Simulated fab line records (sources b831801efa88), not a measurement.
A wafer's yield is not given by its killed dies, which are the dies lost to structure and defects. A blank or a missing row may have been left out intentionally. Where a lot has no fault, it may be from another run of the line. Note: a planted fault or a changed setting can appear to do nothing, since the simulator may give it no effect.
Which tool was responsible? ; flow gf180mcu ; 21 wafers sampled from 7 lots at 1 step of a route of 602

## WHAT EACH GAUGE READ, for each wafer
GF_SAB_CD_MEAS_09 targets a cd of 420 nm.
lot;measured;on;cdNm (nm)
L590;day 15 12:32;cdSem-01;419.2 418.0 417.3
L593;day 16 09:56;cdSem-01;414.1 416.0 417.1
L599;day 18 20:41;cdSem-01;418.6 420.6 416.5
L604;day 20 13:04;cdSem-01;420.0 419.8 419.2
L608;day 22 04:19;cdSem-01;424.7 422.1 423.0
L610;day 22 10:47;cdSem-02;419.8 419.7 418.7
L606;day 24 06:34;cdSem-01;415.6 416.4 416.0

## WHAT TOOL EACH LOT RAN ON (gives the tool, then ch and the chambers of the sampled wafers, and finally the start)
The record shows no process step preceding these readings.

## THE ANSWER, worked out from the rows above alone
Rule: usual is defined by the lots themselves. The widest of any qualifying gaps counts: lots, ordered by their means at a reading, are off when they make up no more than a third of the lots, leave a main group of 4 or more, and stand apart from it by 3 or more times the standard deviation of that group's means. If all means in a main group match to the digits the tables above print for the reading, that group is not used. Also off: a lot with no number at a reading for which 4 or more lots have one. Where the step has rows for the other lots, those lots are counted as sound.
No lot is off at any reading shown: from this, nothing can be told.

## WHAT WAS PUT IN BY THE SIMULATOR
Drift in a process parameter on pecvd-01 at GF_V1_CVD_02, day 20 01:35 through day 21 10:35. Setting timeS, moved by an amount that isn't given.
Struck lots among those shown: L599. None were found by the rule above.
